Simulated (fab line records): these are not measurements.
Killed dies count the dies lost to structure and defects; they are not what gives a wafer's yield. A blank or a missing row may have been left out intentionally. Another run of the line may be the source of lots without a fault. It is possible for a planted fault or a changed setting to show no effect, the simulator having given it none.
Problem report, 8D (eight disciplines) form, completed by code    flow sky130    the parts of the form that need people (team, actions taken, sign-off) are left out

== 1. THE ISSUE ==
METAL1_ALCU_RS at SKY_METAL1_RS_MEAS_05 reads a mean of 0.2036 ohm/sq on 2 wafers of 1 lot; wafers without a fault read 0.1270 ohm/sq with a standard deviation of 0.0014. That is +55 standard deviations from the usual mean.
The step: measures by four-point-probe.
First observed at day 35 17:35: wafer L256.2, on film_metro-03. At this step, 30 wafers from 10 lots have a number in the record. The rule behind "out" and "out of limits": a value lying over 4 standard deviations away from the usual mean. The rest of the wafers with a number are treated as sound.

== 2. WHAT IT IS AND WHAT IT IS NOT ==
question                     is                 is not
which readings at this step  METAL1_ALCU_RS     -
which lots                   L256               L246, L249, L253, L254, L255, L264, L267, L268, L269
which wafers of those lots   L256.2, L256.5     L256.6
read on which gauges         film_metro-03      film_metro-02, film_metro-04
when                         from day 35 17:35  up to then (16 sound wafers); but 12 sound wafers of L264, L267, L268, L269 came after

== 3. THE SUSPECTS, EACH WITH WHAT RULES IT OUT ==
Counting: any tool at a process step up to the reading remains a suspect provided it ran every lot that is out. Sound lots after the first of them don't rule it out here, since some wafers of a struck lot are sound.
- ruled out: the gauge at SKY_METAL1_RS_MEAS_05. All the wafers that are out were read on film_metro-03, but those of them that SKY_METAL1_METAL_ETCH_19 has rows for are out there too, on other tools.
- rie_diel-04 at SKY_CONTACT_ETCH_16 (etches BARC in N2/H2, stops on SiO2, time 45.9 s, target depth 60 nm): kept. It ran the lot that is out, L256 (day 35 15:42).
- pvd_sputter-04 at SKY_METAL1_SPUTTER_02 (material AlCu, target thk 250 nm, time 13.3 s): kept. The lot that is out, L256, ran on it at day 35 17:28; the last sound lot it ran before that was L254, at day 34 17:37.
- pvd_sputter-04 at SKY_METAL1_SPUTTER_03 (material Ti, target thk 5 nm, time 3.3 s): kept. The lot that is out, L256, ran on it at day 35 17:29; the last sound lot it ran before that was L254, at day 34 17:38.
- The sound lot-mates ran in chamber 2 of rie_diel-04 at SKY_CONTACT_ETCH_16, but the wafers that are out ran in chamber 3.
After the count, these remain: rie_diel-04 at SKY_CONTACT_ETCH_16, pvd_sputter-04 at SKY_METAL1_SPUTTER_02 and pvd_sputter-04 at SKY_METAL1_SPUTTER_03.

== 4. THE CAUSE (what the simulator had put in) ==
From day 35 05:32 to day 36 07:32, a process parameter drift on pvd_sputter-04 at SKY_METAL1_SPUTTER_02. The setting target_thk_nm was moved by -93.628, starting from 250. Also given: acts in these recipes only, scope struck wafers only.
3 suspects survive the count, and this tool is in that group.

== 5. THE CHAIN OF EFFECTS, in route order ==
Each row: a reading whose mean over the struck wafers that have a number lies more than 3 standard deviations from the usual. Only readings whose record carries a usual standard deviation are examined. hours: median over the lots of the time between each lot's start at the first step of this table that gives one and its start at this step. sigmas: the change, counted in usual standard deviations.
hours  step                      reading          usual          on struck wafers  change   sigmas
0      SKY_METAL1_RS_MEAS_05     METAL1_ALCU_RS   0.1270 ohm/sq  0.2036            +0.0766  +55
0      SKY_METAL1_THK_MEAS_06    METAL1_ALCU_THK  254.0 nm       161.0             -93.0    -34
26     SKY_METAL1_METAL_ETCH_19  oes_product_au   0.853 a.u.     0.754             -0.099   -17
Its process steps:
- SKY_METAL1_METAL_ETCH_19: etches the open film in Cl2/BCl3, stops on SiO2, target depth 360 nm, time 78 s.

== 6. HOW IT WOULD HAVE BEEN CAUGHT EARLIER ==
The first out-of-limits reading at a measuring or inspecting step in this record came at day 35 17:35, 12 hours after the fault's start at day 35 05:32.
An alarm limit of 4 standard deviations would not have fired on the tool readings at SKY_METAL1_SPUTTER_02 for which the record gives a usual standard deviation, since none of them was out on any struck wafer.
Lots out: 1; all had begun SKY_METAL1_SPUTTER_02 on pvd_sputter-04 by day 35 17:35. Tool hold at that time: it would have spared none of them.
